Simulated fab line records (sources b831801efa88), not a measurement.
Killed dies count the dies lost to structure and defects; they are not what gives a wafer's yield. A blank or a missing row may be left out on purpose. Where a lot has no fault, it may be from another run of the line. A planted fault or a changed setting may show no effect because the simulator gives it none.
fab line records || flow sky130
record {"lots": 6, "wafers": 18, "last_day": 50}
route steps=708 shown POLY_GATE@233 LDD_N@237 PAD_OPEN@708
lots with no fault: from the same line, run without faults
start_h: hours from the record's opening day to when the first of the lot's shown wafers began || wait_h: how many hours have passed since the lot's step before this one || " same as the row above || L1.1+2: a row that stands for several wafers || - no value, or no start given || * or withheld: withheld || < > ~ a bound
route shown NAME@n: names a module that has steps shown in the file, with the first one's number in the route || usual: the fault-free wafers' mean and standard deviation || same: alike in all rows || chamber/n: place in a boat || sites: each site's reading || _std_site: standard deviation across them || _edge_site: inner sites' mean taken away from outer sites' mean || radius_mm: how far each site lies from the wafer's centre || mask NAME#n: copy n || behind: the tool/chamber that last shaped the wafer || hold: why the lot was held/for how many hours/how that ended || device: names the non-switching transistor (n, p or np) || end of line: tests run on the same wafers once the route is complete || where a step has no rows: the recipe by itself || killed: the dies lost at the first sort to structure and to defects; this is not the yield of the wafer || map: per-die view of a wafer (x killed, . not killed, _ where there is no die)
set.NAME: the setting the step ran with; set.NAME@STEP: the setting that earlier step ran with || model.NAME: the simulator's own value behind a step, which no gauge read
certain route steps with their lots: each step a table, each wafer a row
services: a tool's chamber out of use, with start hour (start_h, from the record's first day; less than 0 if before it), hours out, and reason
## steps
# step SKY_POLY_GATE_CLEAN_19
# recipe {"chemistry": "SC1/SC2", "mix": "1:4:20", "temp_c": 70, "time_s": 150, "dry": "n2_spin"}
# step SKY_POLY_GATE_OXIDATION_20
# recipe {"temp_c": 850, "ambient": "O2", "stabilise_s": 600, "purge_s": 300, "target_thk_a": 40, "ox_time_s": 899}
# step SKY_POLY_GATE_THK_MEAS_21
# recipe {"reads": "SiO2_of_POLY_GATE_OXIDATION_20"}
# usual {"POLY_GATE_OXIDATION_THK": "3.99/0.07"}
{"lot.wafer": "L635.1", "tool": "film_metro-03", "chamber": "-", "start_h": 402.37, "wait_h": 0.0, "POLY_GATE_OXIDATION_THK[nm]": 4.00}
{"lot.wafer": "L635.3", "tool": "film_metro-03", "chamber": "-", "start_h": 402.37, "wait_h": 0.0, "POLY_GATE_OXIDATION_THK[nm]": 3.95}
{"lot.wafer": "L635.6", "tool": "film_metro-03", "chamber": "-", "start_h": 402.37, "wait_h": 0.0, "POLY_GATE_OXIDATION_THK[nm]": 4.05}
{"lot.wafer": "L639.3", "tool": "film_metro-03", "chamber": "-", "start_h": 441.88, "wait_h": 0.0, "POLY_GATE_OXIDATION_THK[nm]": 3.95}
{"lot.wafer": "L639.5", "tool": "film_metro-03", "chamber": "-", "start_h": 441.88, "wait_h": 0.0, "POLY_GATE_OXIDATION_THK[nm]": 3.97}
{"lot.wafer": "L639.6", "tool": "film_metro-03", "chamber": "-", "start_h": 441.88, "wait_h": 0.0, "POLY_GATE_OXIDATION_THK[nm]": 3.96}
{"lot.wafer": "L640.2", "tool": "film_metro-02", "chamber": "-", "start_h": 455.69, "wait_h": 0.0, "POLY_GATE_OXIDATION_THK[nm]": 4.07}
{"lot.wafer": "L640.4", "tool": "film_metro-02", "chamber": "-", "start_h": 455.69, "wait_h": 0.0, "POLY_GATE_OXIDATION_THK[nm]": 4.02}
{"lot.wafer": "L640.6", "tool": "film_metro-02", "chamber": "-", "start_h": 455.69, "wait_h": 0.0, "POLY_GATE_OXIDATION_THK[nm]": 4.08}
{"lot.wafer": "L646.3", "tool": "film_metro-01", "chamber": "-", "start_h": 515.74, "wait_h": 0.0, "POLY_GATE_OXIDATION_THK[nm]": 4.10}
{"lot.wafer": "L646.4", "tool": "film_metro-01", "chamber": "-", "start_h": 515.74, "wait_h": 0.0, "POLY_GATE_OXIDATION_THK[nm]": 4.07}
{"lot.wafer": "L646.5", "tool": "film_metro-01", "chamber": "-", "start_h": 515.74, "wait_h": 0.0, "POLY_GATE_OXIDATION_THK[nm]": 4.11}
{"lot.wafer": "L652.2", "tool": "film_metro-01", "chamber": "-", "start_h": 556.75, "wait_h": 0.0, "POLY_GATE_OXIDATION_THK[nm]": 3.94}
{"lot.wafer": "L652.4", "tool": "film_metro-01", "chamber": "-", "start_h": 556.75, "wait_h": 0.0, "POLY_GATE_OXIDATION_THK[nm]": 3.99}
{"lot.wafer": "L652.6", "tool": "film_metro-01", "chamber": "-", "start_h": 556.75, "wait_h": 0.0, "POLY_GATE_OXIDATION_THK[nm]": 3.92}
{"lot.wafer": "L651.3", "tool": "film_metro-02", "chamber": "-", "start_h": 560.20, "wait_h": 0.0, "POLY_GATE_OXIDATION_THK[nm]": 3.97}
{"lot.wafer": "L651.5", "tool": "film_metro-02", "chamber": "-", "start_h": 560.20, "wait_h": 0.0, "POLY_GATE_OXIDATION_THK[nm]": 4.00}
{"lot.wafer": "L651.6", "tool": "film_metro-02", "chamber": "-", "start_h": 560.20, "wait_h": 0.0, "POLY_GATE_OXIDATION_THK[nm]": 4.02}
# step SKY_POLY_GATE_CD_MEAS_22
# usual {"cd_nm": "148.9/2.7"}
{"lot.wafer": "L635.1", "tool": "cd_sem-01", "chamber": "-", "start_h": 402.43, "wait_h": 0.1, "cd_nm": 150.4}
{"lot.wafer": "L635.3", "tool": "cd_sem-01", "chamber": "-", "start_h": 402.43, "wait_h": 0.1, "cd_nm": 148.8}
{"lot.wafer": "L635.6", "tool": "cd_sem-01", "chamber": "-", "start_h": 402.43, "wait_h": 0.1, "cd_nm": 149.7}
{"lot.wafer": "L639.3", "tool": "cd_sem-01", "chamber": "-", "start_h": 441.97, "wait_h": 0.1, "cd_nm": 150.3}
{"lot.wafer": "L639.5", "tool": "cd_sem-01", "chamber": "-", "start_h": 441.97, "wait_h": 0.1, "cd_nm": 150.8}
{"lot.wafer": "L639.6", "tool": "cd_sem-01", "chamber": "-", "start_h": 441.97, "wait_h": 0.1, "cd_nm": 150.4}
{"lot.wafer": "L640.2", "tool": "cd_sem-01", "chamber": "-", "start_h": 455.77, "wait_h": 0.1, "cd_nm": 152.0}
{"lot.wafer": "L640.4", "tool": "cd_sem-01", "chamber": "-", "start_h": 455.77, "wait_h": 0.1, "cd_nm": 151.4}
{"lot.wafer": "L640.6", "tool": "cd_sem-01", "chamber": "-", "start_h": 455.77, "wait_h": 0.1, "cd_nm": 155.6}
{"lot.wafer": "L646.3", "tool": "cd_sem-02", "chamber": "-", "start_h": 515.83, "wait_h": 0.1, "cd_nm": 149.5}
{"lot.wafer": "L646.4", "tool": "cd_sem-02", "chamber": "-", "start_h": 515.83, "wait_h": 0.1, "cd_nm": 154.7}
{"lot.wafer": "L646.5", "tool": "cd_sem-02", "chamber": "-", "start_h": 515.83, "wait_h": 0.1, "cd_nm": 149.6}
{"lot.wafer": "L652.2", "tool": "cd_sem-01", "chamber": "-", "start_h": 556.83, "wait_h": 0.1, "cd_nm": 149.5}
{"lot.wafer": "L652.4", "tool": "cd_sem-01", "chamber": "-", "start_h": 556.83, "wait_h": 0.1, "cd_nm": 145.0}
{"lot.wafer": "L652.6", "tool": "cd_sem-01", "chamber": "-", "start_h": 556.83, "wait_h": 0.1, "cd_nm": 151.2}
{"lot.wafer": "L651.3", "tool": "cd_sem-01", "chamber": "-", "start_h": 560.30, "wait_h": 0.1, "cd_nm": 147.8}
{"lot.wafer": "L651.5", "tool": "cd_sem-01", "chamber": "-", "start_h": 560.30, "wait_h": 0.1, "cd_nm": 149.4}
{"lot.wafer": "L651.6", "tool": "cd_sem-01", "chamber": "-", "start_h": 560.30, "wait_h": 0.1, "cd_nm": 147.6}
# step SKY_LDD_N_DEHYDRATE_00
# recipe {"temp_c": 200, "time_s": 60}
# step SKY_LDD_N_HMDS_01
# recipe {"prime_time_s": 60, "prime_temp_c": 120}
# step SKY_LDD_N_COAT_02
# recipe {"resist": "NOVOLAK", "spin_rpm": 3000, "resist_thk_nm": 300}
# step SKY_LDD_N_SOFTBAKE_03
# recipe {"temp_c": 90, "time_s": 60, "resist": "NOVOLAK"}
# step SKY_LDD_N_EXPOSE_04
# recipe {"mask_id": "NTM", "target_cd_nm": 840, "na": 0.6, "source_shape": "conventional", "sigma_outer": 0.6, "dose_mj": 110}
# step SKY_LDD_N_PEB_05
# recipe {"temp_c": "withheld", "time_s": "*", "resist": "NOVOLAK"}
# step SKY_LDD_N_DEVELOP_06
# recipe {"develop_time_s": 60, "dev_temp_c": 23}
# step SKY_LDD_N_OVL_MEAS_07
# usual {"LDD_N_OVL": "-0.5/1.7"}
{"lot.wafer": "L635.1", "tool": "overlay-02", "chamber": "-", "start_h": 432.62, "wait_h": 0.1, "LDD_N_OVL[nm]": -0.1}
{"lot.wafer": "L635.3", "tool": "overlay-02", "chamber": "-", "start_h": 432.62, "wait_h": 0.1, "LDD_N_OVL[nm]": 0.4}
{"lot.wafer": "L635.6", "tool": "overlay-02", "chamber": "-", "start_h": 432.62, "wait_h": 0.1, "LDD_N_OVL[nm]": 0.6}
{"lot.wafer": "L639.3", "tool": "overlay-02", "chamber": "-", "start_h": 472.98, "wait_h": 0.1, "LDD_N_OVL[nm]": -2.0}
{"lot.wafer": "L639.5", "tool": "overlay-02", "chamber": "-", "start_h": 472.98, "wait_h": 0.1, "LDD_N_OVL[nm]": -1.9}
{"lot.wafer": "L639.6", "tool": "overlay-02", "chamber": "-", "start_h": 472.98, "wait_h": 0.1, "LDD_N_OVL[nm]": -2.1}
{"lot.wafer": "L640.2", "tool": "overlay-02", "chamber": "-", "start_h": 486.03, "wait_h": 0.1, "LDD_N_OVL[nm]": -1.3}
{"lot.wafer": "L640.4", "tool": "overlay-02", "chamber": "-", "start_h": 486.03, "wait_h": 0.1, "LDD_N_OVL[nm]": -1.3}
{"lot.wafer": "L640.6", "tool": "overlay-02", "chamber": "-", "start_h": 486.03, "wait_h": 0.1, "LDD_N_OVL[nm]": -1.3}
{"lot.wafer": "L646.3", "tool": "overlay-02", "chamber": "-", "start_h": 546.49, "wait_h": 0.1, "LDD_N_OVL[nm]": -0.3}
{"lot.wafer": "L646.4", "tool": "overlay-02", "chamber": "-", "start_h": 546.49, "wait_h": 0.1, "LDD_N_OVL[nm]": 0.6}
{"lot.wafer": "L646.5", "tool": "overlay-02", "chamber": "-", "start_h": 546.49, "wait_h": 0.1, "LDD_N_OVL[nm]": -0.3}
{"lot.wafer": "L652.2", "tool": "overlay-01", "chamber": "-", "start_h": 586.08, "wait_h": 0.1, "LDD_N_OVL[nm]": 0.4}
{"lot.wafer": "L652.4", "tool": "overlay-01", "chamber": "-", "start_h": 586.08, "wait_h": 0.1, "LDD_N_OVL[nm]": -0.6}
{"lot.wafer": "L652.6", "tool": "overlay-01", "chamber": "-", "start_h": 586.08, "wait_h": 0.1, "LDD_N_OVL[nm]": 0.5}
{"lot.wafer": "L651.3", "tool": "overlay-02", "chamber": "-", "start_h": 588.33, "wait_h": 0.1, "LDD_N_OVL[nm]": 1.4}
{"lot.wafer": "L651.5", "tool": "overlay-02", "chamber": "-", "start_h": 588.33, "wait_h": 0.1, "LDD_N_OVL[nm]": 1.9}
{"lot.wafer": "L651.6", "tool": "overlay-02", "chamber": "-", "start_h": 588.33, "wait_h": 0.1, "LDD_N_OVL[nm]": 1.1}
# step SKY_LDD_N_IMPLANT_08
# recipe {"species": "As", "energy_kev": 20, "dose_cm2": 7.5e+13, "tilt_deg": "withheld", "rotation_deg": 23}
# usual {"dose_ions_cm2": "7.5e+13/7.4e+10", "end_station_pressure_torr": "5.37e-06/2.7e-07", "faraday_current_uA": "422/8.7", "rotation_deg": "23.002/0.02"}
{"lot.wafer": "L635.1", "tool": "implanter-01", "chamber": 0, "start_h": 432.65, "wait_h": 0.0, "dose_ions_cm2": 7.501e+13, "end_station_pressure_torr": 5.78e-06, "faraday_current_uA": 419, "rotation_deg": 23.008}
{"lot.wafer": "L635.3", "tool": "implanter-01", "chamber": 0, "start_h": 432.65, "wait_h": 0.0, "dose_ions_cm2": 7.491e+13, "end_station_pressure_torr": 5.2e-06, "faraday_current_uA": 414, "rotation_deg": 23.008}
{"lot.wafer": "L635.6", "tool": "implanter-01", "chamber": 0, "start_h": 432.65, "wait_h": 0.0, "dose_ions_cm2": 7.497e+13, "end_station_pressure_torr": 5.42e-06, "faraday_current_uA": 427, "rotation_deg": 23.003}
{"lot.wafer": "L639.3", "tool": "implanter-01", "chamber": 0, "start_h": 473.05, "wait_h": 0.1, "dose_ions_cm2": 8.4e+13, "end_station_pressure_torr": 5.37e-06, "faraday_current_uA": 476, "rotation_deg": 22.976}
{"lot.wafer": "L639.5", "tool": "implanter-01", "chamber": 0, "start_h": 473.05, "wait_h": 0.1, "dose_ions_cm2": 8.409e+13, "end_station_pressure_torr": 5.8e-06, "faraday_current_uA": 463, "rotation_deg": 22.964}
{"lot.wafer": "L639.6", "tool": "implanter-01", "chamber": 0, "start_h": 473.05, "wait_h": 0.1, "dose_ions_cm2": 8.413e+13, "end_station_pressure_torr": 5.33e-06, "faraday_current_uA": 487, "rotation_deg": 23.010}
{"lot.wafer": "L640.2", "tool": "implanter-01", "chamber": 0, "start_h": 486.09, "wait_h": 0.0, "dose_ions_cm2": 8.408e+13, "end_station_pressure_torr": 5.53e-06, "faraday_current_uA": 473, "rotation_deg": 23.007}
{"lot.wafer": "L640.4", "tool": "implanter-01", "chamber": 0, "start_h": 486.09, "wait_h": 0.0, "dose_ions_cm2": 8.404e+13, "end_station_pressure_torr": 5.65e-06, "faraday_current_uA": 464, "rotation_deg": 23.038}
{"lot.wafer": "L640.6", "tool": "implanter-01", "chamber": 0, "start_h": 486.09, "wait_h": 0.0, "dose_ions_cm2": 8.411e+13, "end_station_pressure_torr": 4.91e-06, "faraday_current_uA": 478, "rotation_deg": 22.993}
{"lot.wafer": "L646.3", "tool": "implanter-02", "chamber": 0, "start_h": 546.57, "wait_h": 0.1, "dose_ions_cm2": 7.516e+13, "end_station_pressure_torr": 5.44e-06, "faraday_current_uA": 425, "rotation_deg": 23.021}
{"lot.wafer": "L646.4", "tool": "implanter-02", "chamber": 0, "start_h": 546.57, "wait_h": 0.1, "dose_ions_cm2": 7.507e+13, "end_station_pressure_torr": 5.24e-06, "faraday_current_uA": 420, "rotation_deg": 23.009}
{"lot.wafer": "L646.5", "tool": "implanter-02", "chamber": 0, "start_h": 546.57, "wait_h": 0.1, "dose_ions_cm2": 7.503e+13, "end_station_pressure_torr": 5.46e-06, "faraday_current_uA": 411, "rotation_deg": 23.010}
{"lot.wafer": "L652.2", "tool": "implanter-03", "chamber": 0, "start_h": 586.22, "wait_h": 0.1, "dose_ions_cm2": 7.491e+13, "end_station_pressure_torr": 5.71e-06, "faraday_current_uA": 428, "rotation_deg": 22.981}
{"lot.wafer": "L652.4", "tool": "implanter-03", "chamber": 0, "start_h": 586.22, "wait_h": 0.1, "dose_ions_cm2": 7.496e+13, "end_station_pressure_torr": 5.15e-06, "faraday_current_uA": 416, "rotation_deg": 23.003}
{"lot.wafer": "L652.6", "tool": "implanter-03", "chamber": 0, "start_h": 586.22, "wait_h": 0.1, "dose_ions_cm2": 7.488e+13, "end_station_pressure_torr": 5.53e-06, "faraday_current_uA": 419, "rotation_deg": 22.995}
{"lot.wafer": "L651.3", "tool": "implanter-02", "chamber": 0, "start_h": 588.40, "wait_h": 0.1, "dose_ions_cm2": 7.493e+13, "end_station_pressure_torr": 5.1e-06, "faraday_current_uA": 424, "rotation_deg": 22.983}
{"lot.wafer": "L651.5", "tool": "implanter-02", "chamber": 0, "start_h": 588.40, "wait_h": 0.1, "dose_ions_cm2": 7.49e+13, "end_station_pressure_torr": 4.97e-06, "faraday_current_uA": 406, "rotation_deg": 23.004}
{"lot.wafer": "L651.6", "tool": "implanter-02", "chamber": 0, "start_h": 588.40, "wait_h": 0.1, "dose_ions_cm2": 7.498e+13, "end_station_pressure_torr": 5.18e-06, "faraday_current_uA": 414, "rotation_deg": 22.978}
# step SKY_LDD_N_IMPLANT_09
# recipe {"species": "As", "energy_kev": 20, "dose_cm2": 7.5e+13, "tilt_deg": "withheld", "rotation_deg": 113}
# step SKY_PAD_OPEN_PROBE_99
# usual {"killed_at_M0_to_M3": "44/7.2", "killed_at_M4_up": "3.0/1.9", "killed_at_contacts": "25/4.8", "killed_at_front_end": "16/4.2", "killed_at_other": "0.2/0.44", "killed_dies": "88/9.3", "killed_open": "48/7.1", "killed_short": "40/6.5"}
# same {"gross_dies": 492, "killed_at_back_side": 0}
{"lot.wafer": "L635.1", "tool": "prober-02", "chamber": "-", "start_h": 1098.41, "wait_h": 0.1, "killed_at_M0_to_M3": 40, "killed_at_M4_up": 5, "killed_at_contacts": 20, "killed_at_front_end": 16, "killed_at_other": 0, "killed_dies": 81, "killed_open": 39, "killed_short": 42, "model.etest.tip_n.rs_ohm_sq": 451.4}
{"lot.wafer": "L635.3", "tool": "prober-02", "chamber": "-", "start_h": 1098.51, "wait_h": 0.2, "killed_at_M0_to_M3": 45, "killed_at_M4_up": 6, "killed_at_contacts": 27, "killed_at_front_end": 11, "killed_at_other": 0, "killed_dies": 89, "killed_open": 47, "killed_short": 42, "model.etest.tip_n.rs_ohm_sq": 448.2}
{"lot.wafer": "L635.6", "tool": "prober-02", "chamber": "-", "start_h": 1098.66, "wait_h": 0.2, "killed_at_M0_to_M3": 56, "killed_at_M4_up": 1, "killed_at_contacts": 15, "killed_at_front_end": 19, "killed_at_other": 0, "killed_dies": 91, "killed_open": 53, "killed_short": 38, "model.etest.tip_n.rs_ohm_sq": 453.3}
{"lot.wafer": "L639.3", "tool": "prober-01", "chamber": "-", "start_h": 1122.11, "wait_h": 0.2, "killed_at_M0_to_M3": 44, "killed_at_M4_up": 0, "killed_at_contacts": 27, "killed_at_front_end": 11, "killed_at_other": 0, "killed_dies": 82, "killed_open": 41, "killed_short": 41, "model.etest.tip_n.rs_ohm_sq": 431.4}
{"lot.wafer": "L639.5", "tool": "prober-01", "chamber": "-", "start_h": 1122.21, "wait_h": 0.2, "killed_at_M0_to_M3": 34, "killed_at_M4_up": 2, "killed_at_contacts": 29, "killed_at_front_end": 11, "killed_at_other": 1, "killed_dies": 77, "killed_open": 43, "killed_short": 34, "model.etest.tip_n.rs_ohm_sq": 430.6}
{"lot.wafer": "L639.6", "tool": "prober-01", "chamber": "-", "start_h": 1122.26, "wait_h": 0.2, "killed_at_M0_to_M3": 53, "killed_at_M4_up": 1, "killed_at_contacts": 26, "killed_at_front_end": 18, "killed_at_other": 1, "killed_dies": 99, "killed_open": 47, "killed_short": 52, "model.etest.tip_n.rs_ohm_sq": 430.3}
{"lot.wafer": "L640.2", "tool": "prober-02", "chamber": "-", "start_h": 1133.54, "wait_h": 0.1, "killed_at_M0_to_M3": 41, "killed_at_M4_up": 3, "killed_at_contacts": 27, "killed_at_front_end": 12, "killed_at_other": 0, "killed_dies": 83, "killed_open": 49, "killed_short": 34, "model.etest.tip_n.rs_ohm_sq": 439.4}
{"lot.wafer": "L640.4", "tool": "prober-02", "chamber": "-", "start_h": 1133.64, "wait_h": 0.2, "killed_at_M0_to_M3": 40, "killed_at_M4_up": 7, "killed_at_contacts": 30, "killed_at_front_end": 24, "killed_at_other": 0, "killed_dies": 101, "killed_open": 47, "killed_short": 54, "model.etest.tip_n.rs_ohm_sq": 437.5}
{"lot.wafer": "L640.6", "tool": "prober-02", "chamber": "-", "start_h": 1133.74, "wait_h": 0.2, "killed_at_M0_to_M3": 40, "killed_at_M4_up": 2, "killed_at_contacts": 27, "killed_at_front_end": 18, "killed_at_other": 0, "killed_dies": 87, "killed_open": 48, "killed_short": 39, "model.etest.tip_n.rs_ohm_sq": 437.6}
{"lot.wafer": "L646.3", "tool": "prober-02", "chamber": "-", "start_h": 1166.25, "wait_h": 0.2, "killed_at_M0_to_M3": 50, "killed_at_M4_up": 4, "killed_at_contacts": 21, "killed_at_front_end": 15, "killed_at_other": 0, "killed_dies": 90, "killed_open": 49, "killed_short": 41, "model.etest.tip_n.rs_ohm_sq": 446.9}
{"lot.wafer": "L646.4", "tool": "prober-02", "chamber": "-", "start_h": 1166.30, "wait_h": 0.2, "killed_at_M0_to_M3": 35, "killed_at_M4_up": 3, "killed_at_contacts": 29, "killed_at_front_end": 21, "killed_at_other": 1, "killed_dies": 89, "killed_open": 50, "killed_short": 39, "model.etest.tip_n.rs_ohm_sq": 447.9}
{"lot.wafer": "L646.5", "tool": "prober-02", "chamber": "-", "start_h": 1166.35, "wait_h": 0.2, "killed_at_M0_to_M3": 40, "killed_at_M4_up": 1, "killed_at_contacts": 27, "killed_at_front_end": 12, "killed_at_other": 0, "killed_dies": 80, "killed_open": 42, "killed_short": 38, "model.etest.tip_n.rs_ohm_sq": 449.6}
{"lot.wafer": "L652.2", "tool": "prober-01", "chamber": "-", "start_h": 1187.38, "wait_h": 0.1, "killed_at_M0_to_M3": 37, "killed_at_M4_up": 5, "killed_at_contacts": 24, "killed_at_front_end": 11, "killed_at_other": 0, "killed_dies": 77, "killed_open": 42, "killed_short": 35, "model.etest.tip_n.rs_ohm_sq": 442.7}
{"lot.wafer": "L652.4", "tool": "prober-01", "chamber": "-", "start_h": 1187.48, "wait_h": 0.2, "killed_at_M0_to_M3": 46, "killed_at_M4_up": 9, "killed_at_contacts": 16, "killed_at_front_end": 13, "killed_at_other": 0, "killed_dies": 84, "killed_open": 44, "killed_short": 40, "model.etest.tip_n.rs_ohm_sq": 445.5}
{"lot.wafer": "L652.6", "tool": "prober-01", "chamber": "-", "start_h": 1187.58, "wait_h": 0.2, "killed_at_M0_to_M3": 43, "killed_at_M4_up": 1, "killed_at_contacts": 23, "killed_at_front_end": 20, "killed_at_other": 0, "killed_dies": 87, "killed_open": 47, "killed_short": 40, "model.etest.tip_n.rs_ohm_sq": 439.1}
{"lot.wafer": "L651.3", "tool": "prober-02", "chamber": "-", "start_h": 1191.85, "wait_h": 0.2, "killed_at_M0_to_M3": 43, "killed_at_M4_up": 4, "killed_at_contacts": 27, "killed_at_front_end": 14, "killed_at_other": 0, "killed_dies": 88, "killed_open": 43, "killed_short": 45, "model.etest.tip_n.rs_ohm_sq": 441.6}
{"lot.wafer": "L651.5", "tool": "prober-02", "chamber": "-", "start_h": 1191.95, "wait_h": 0.2, "killed_at_M0_to_M3": 38, "killed_at_M4_up": 1, "killed_at_contacts": 22, "killed_at_front_end": 11, "killed_at_other": 0, "killed_dies": 72, "killed_open": 42, "killed_short": 30, "model.etest.tip_n.rs_ohm_sq": 444.8}
{"lot.wafer": "L651.6", "tool": "prober-02", "chamber": "-", "start_h": 1192.00, "wait_h": 0.2, "killed_at_M0_to_M3": 35, "killed_at_M4_up": 3, "killed_at_contacts": 30, "killed_at_front_end": 20, "killed_at_other": 1, "killed_dies": 89, "killed_open": 53, "killed_short": 36, "model.etest.tip_n.rs_ohm_sq": 440}
# killed by level:class
L635.1 VIA1:geometric_particle:open=11 LOCAL_INTERCONNECT:geometric_particle:short=6 METAL2:geometric_particle:short=5 POLY_GATE:geometric_particle:short=5 METAL1:geometric_particle:short=5 VIA2:geometric_particle:open=5 VIA3:geometric_particle:open=5 FIELD_ISO:geometric_particle:short=4
L635.3 VIA1:geometric_particle:open=13 CONTACT:geometric_particle:open=9 VIA2:geometric_particle:open=8 FIELD_ISO:geometric_particle:short=6 LI_CONTACT:geometric_particle:open=5 LOCAL_INTERCONNECT:geometric_particle:short=5 METAL2:geometric_particle:short=5 METAL4:geometric_particle:short=5
L635.6 VIA1:geometric_particle:open=20 VIA2:geometric_particle:open=8 VIA3:geometric_particle:open=7 METAL2:geometric_particle:short=6 POLY_GATE:geometric_particle:short=5 CONTACT:geometric_particle:open=5 FIELD_ISO:geometric_particle:short=4 LI_CONTACT:geometric_particle:open=4
L639.3 CONTACT:geometric_particle:open=9 VIA1:geometric_particle:short=8 METAL1:geometric_particle:short=7 LI_CONTACT:geometric_particle:open=6 VIA1:geometric_particle:open=6 VIA3:geometric_particle:open=6 VIA3:geometric_particle:short=5 LI_CONTACT:geometric_particle:short=4
L639.5 CONTACT:geometric_particle:open=9 CONTACT:geometric_particle:short=9 VIA1:geometric_particle:open=9 VIA2:geometric_particle:open=6 METAL1:geometric_particle:short=5 VIA3:geometric_particle:open=5 FIELD_ISO:geometric_particle:open=4 POLY_GATE:geometric_particle:short=4
L639.6 CONTACT:geometric_particle:open=12 METAL2:geometric_particle:short=11 FIELD_ISO:geometric_particle:short=8 VIA3:geometric_particle:short=8 VIA3:geometric_particle:open=8 LI_CONTACT:geometric_particle:open=7 VIA1:geometric_particle:open=5 METAL1:geometric_particle:short=4
L640.2 CONTACT:geometric_particle:open=9 LI_CONTACT:geometric_particle:open=9 VIA1:geometric_particle:open=7 VIA3:geometric_particle:open=7 METAL1:geometric_particle:short=6 VIA2:geometric_particle:open=6 LOCAL_INTERCONNECT:geometric_particle:short=4 CONTACT:geometric_particle:short=4
L640.4 METAL2:geometric_particle:short=11 LI_CONTACT:geometric_particle:open=9 VIA3:geometric_particle:open=8 FIELD_ISO:geometric_particle:open=6 LI_CONTACT:geometric_particle:short=6 CONTACT:geometric_particle:open=6 FIELD_ISO:geometric_particle:short=5 CONTACT:geometric_particle:short=5
L640.6 CONTACT:geometric_particle:open=12 VIA1:geometric_particle:short=8 VIA3:geometric_particle:open=8 FIELD_ISO:geometric_particle:open=7 CONTACT:geometric_particle:short=7 VIA1:geometric_particle:open=7 LI_CONTACT:geometric_particle:open=6 FIELD_ISO:geometric_particle:short=4
L646.3 VIA1:geometric_particle:open=10 METAL1:geometric_particle:short=8 CONTACT:geometric_particle:open=8 FIELD_ISO:geometric_particle:open=6 VIA2:geometric_particle:open=6 LOCAL_INTERCONNECT:geometric_particle:short=6 VIA1:geometric_particle:short=5 VIA2:geometric_particle:short=5
L646.4 LI_CONTACT:geometric_particle:open=10 CONTACT:geometric_particle:open=8 FIELD_ISO:geometric_particle:open=7 VIA1:geometric_particle:open=7 FIELD_ISO:geometric_particle:short=6 VIA2:geometric_particle:open=6 CONTACT:geometric_particle:short=5 METAL1:geometric_particle:short=4
L646.5 VIA1:geometric_particle:open=12 CONTACT:geometric_particle:open=10 CONTACT:geometric_particle:short=7 METAL2:geometric_particle:short=5 METAL1:geometric_particle:short=5 VIA1:geometric_particle:short=5 VIA3:geometric_particle:open=5 FIELD_ISO:geometric_particle:short=4
L652.2 CONTACT:geometric_particle:open=11 VIA1:geometric_particle:open=8 VIA2:geometric_particle:open=6 METAL2:geometric_particle:short=6 METAL3:geometric_particle:short=6 LI_CONTACT:geometric_particle:open=4 LOCAL_INTERCONNECT:geometric_particle:short=4 METAL1:geometric_particle:short=4
L652.4 VIA1:geometric_particle:open=12 VIA1:geometric_particle:short=9 VIA2:geometric_particle:open=7 METAL4:geometric_particle:short=7 FIELD_ISO:geometric_particle:open=5 CONTACT:geometric_particle:short=5 METAL1:geometric_particle:short=4 CONTACT:geometric_particle:open=4
L652.6 METAL2:geometric_particle:short=10 FIELD_ISO:geometric_particle:open=9 LI_CONTACT:geometric_particle:open=8 CONTACT:geometric_particle:open=8 VIA3:geometric_particle:open=7 FIELD_ISO:geometric_particle:short=6 METAL1:geometric_particle:short=6 VIA2:geometric_particle:open=4
L651.3 CONTACT:geometric_particle:open=9 METAL1:geometric_particle:short=9 CONTACT:geometric_particle:short=8 VIA1:geometric_particle:open=7 VIA2:geometric_particle:open=7 METAL2:geometric_particle:short=6 FIELD_ISO:geometric_particle:short=5 VIA1:geometric_particle:short=5
L651.5 VIA1:geometric_particle:open=9 CONTACT:geometric_particle:open=7 VIA2:geometric_particle:open=6 LI_CONTACT:geometric_particle:open=4 LI_CONTACT:geometric_particle:short=4 VIA3:geometric_particle:open=4 CONTACT:geometric_particle:short=4 METAL1:geometric_particle:short=4
L651.6 CONTACT:geometric_particle:open=11 VIA3:geometric_particle:open=9 FIELD_ISO:geometric_particle:open=6 VIA2:geometric_particle:open=6 LI_CONTACT:geometric_particle:open=6 CONTACT:geometric_particle:short=6 VIA1:geometric_particle:open=6 FIELD_ISO:geometric_particle:short=5
## services
{"tool": "implanter-02", "chamber": "-", "start_h": 420.97, "hours": 4.2, "kind": "pm"}
{"tool": "implanter-03", "chamber": "-", "start_h": 433.54, "hours": 4.8, "kind": "pm"}
{"tool": "implanter-01", "chamber": "-", "start_h": 476.79, "hours": 1.8, "kind": "repair"}
{"tool": "implanter-02", "chamber": "-", "start_h": 481.34, "hours": 2.6, "kind": "repair"}
{"tool": "implanter-01", "chamber": "-", "start_h": 496.41, "hours": 213.8, "kind": "pm"}
{"tool": "implanter-03", "chamber": "-", "start_h": 577.96, "hours": 8.2, "kind": "repair"}
## key
first_sign {"step": "SKY_LDD_N_IMPLANT_08", "reading": "dose_ions_cm2", "direction": "up", "sigmas": "99+", "usual": "*", "struck": "*"}
effect {"step": "SKY_LDD_N_IMPLANT_08", "reading": "faraday_current_uA", "direction": "up", "sigmas": 5.9, "usual": 422, "struck": 473}
model_effect {"step": "SKY_PAD_OPEN_PROBE_99", "value": "etest.tip_n.rs_ohm_sq", "without": 442.6, "struck": 434.5}
met_at SKY_LDD_N_IMPLANT_08
struck_wafers L639.3,L639.5,L639.6,L640.2,L640.4,L640.6
tester_left_out L639,L640
onset_between 432.65 473.05
fault {"kind": "process_parameter_drift", "tool": "implanter-01", "chamber": "-", "onset_h": 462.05, "steps": "SKY_LDD_N_IMPLANT_08", "channel": "dose_cm2", "offset": "*", "shape": "step", "end_h": 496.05, "acts_in": "*", "stated": "*"}
# tester_left_out: of these lots the tester's yield and bins aren't shown, on N5 and GAA mostly nor the transistor test; their killed dies are dies lost to structure and defects alone, not to doping, threshold or leakage, so they don't give the yield
